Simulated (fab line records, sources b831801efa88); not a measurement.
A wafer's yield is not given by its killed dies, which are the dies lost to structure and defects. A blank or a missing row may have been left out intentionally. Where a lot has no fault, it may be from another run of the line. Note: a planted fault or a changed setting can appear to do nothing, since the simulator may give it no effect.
Matching of chambers	flow gf180mcu	cmp-01 running GF_CONTACT_CMP_27: 4 sister chambers
The step polishes, stops on SiO2, t overpolish 15 s, target thk 0 nm. 42 wafers are shown with their chamber, then 12 later ones without.

WAFERS WITH THEIR CHAMBER
wafer	chamber	motor_current_A (A)	time_to_endpoint_s (s)	overpolish_run_s (s)
L075.2	3	10.3	67	15.007
L075.3	1	11.6	67	14.993
L075.4	0	9.8	68	15.007
L075.1	2	11.5	67	15.003
L075.5	0	9.6	65	14.989
L075.6	1	11.4	71	15.001
L077.1	2	11.9	73	14.990
L077.5	2	11.6	74	15.009
L077.6	1	10.9	77	14.991
L079.1	0	10.3	69	14.988
L079.4	1	11.5	72	15.007
L079.6	2	12.2	71	14.993
L080.3	3	11.5	70	15.013
L080.4	2	12.1	71	14.986
L080.5	1	11.8	74	15.005
L082.2	3	10.7	66	14.994
L082.4	1	11.4	69	14.992
L082.5	2	12.1	68	14.985
L083.2	1	11.2	73	14.985
L083.3	0	10.0	70	14.994
L083.4	2	12.3	72	15.006
L084.1	2	12.0	68	14.991
L084.3	1	11.1	71	15.001
L084.6	0	10.1	70	14.987
L085.2	2	11.5	67	14.999
L085.4	1	10.9	75	15.006
L085.6	3	10.2	70	14.993
L086.3	0	10.0	67	14.998
L086.5	2	12.3	71	14.992
L086.6	3	10.9	67	15.005
L088.3	1	11.4	69	14.995
L088.4	3	10.7	64	14.993
L088.6	0	10.1	68	15.002
L089.1	2	11.9	66	14.984
L089.3	1	10.4	70	15.004
L089.5	3	10.6	68	14.994
L090.1	2	11.9	70	14.989
L090.3	1	11.1	68	15.017
L090.6	2	11.7	68	15.003
L092.3	0	10.2	68	14.994
L092.4	2	12.1	67	15.005
L092.6	0	10.1	67	15.013

SIGNATURES (means of the wafers above)
reading	chamber 0	chamber 1	chamber 2	chamber 3	scatter within a chamber
motor_current_A	10.022	11.225	11.936	10.700	0.324
time_to_endpoint_s	68.00	71.33	69.50	67.43	2.46
overpolish_run_s	14.99689	14.99975	14.99536	14.99986	0.00869
Rule: for each reading, subtract the chamber's mean from the wafer's reading, divide by that reading's scatter and square the result; add these up over the readings and take the root, which gives the wafer's distance from the chamber. The wafer belongs to the nearest chamber; if the next one is less than 2 further off, it can't be placed. The scatter: the root of (the sum of the squares of (reading less its chamber's mean) over the shown wafers, divided by (wafers less chambers)).

WAFERS WITHOUT THEIR CHAMBER
wafer	motor_current_A (A)	time_to_endpoint_s (s)	overpolish_run_s (s)
L092.1	10.8	67	14.990
L092.2	11.7	67	14.994
L092.5	11.2	69	15.008
L093.2	10.4	70	15.005
L093.4	11.0	72	15.002
L093.5	10.1	70	15.010
L093.1	10.4	69	15.007
L093.3	11.9	69	14.995
L093.6	10.8	74	14.996
L094.1	11.2	71	15.003
L094.3	10.9	67	14.986
L094.5	10.1	68	15.003

CHAMBER TAKEN BY EACH
wafer	from the rows above	in truth
L092.1	can't be placed: 3 or 1 or 0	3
L092.2	can't be placed: 2 or 1 or 3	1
L092.5	can't be placed: 1 or 3 or 2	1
L093.2	can't be placed: 3 or 0 or 1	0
L093.4	can't be placed: 1 or 3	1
L093.5	can't be placed: 0 or 3 or 1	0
L093.1	can't be placed: 3 or 0 or 1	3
L093.3	2	2
L093.6	can't be placed: 1 or 3 or 0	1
L094.1	can't be placed: 1 or 3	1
L094.3	can't be placed: 3 or 1 or 0 or 2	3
L094.5	can't be placed: 0 or 3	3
1 of 12 placed correctly. Can't be placed from these rows: 11 (the true chamber is among the candidates in 11). Wrongly placed: 0.
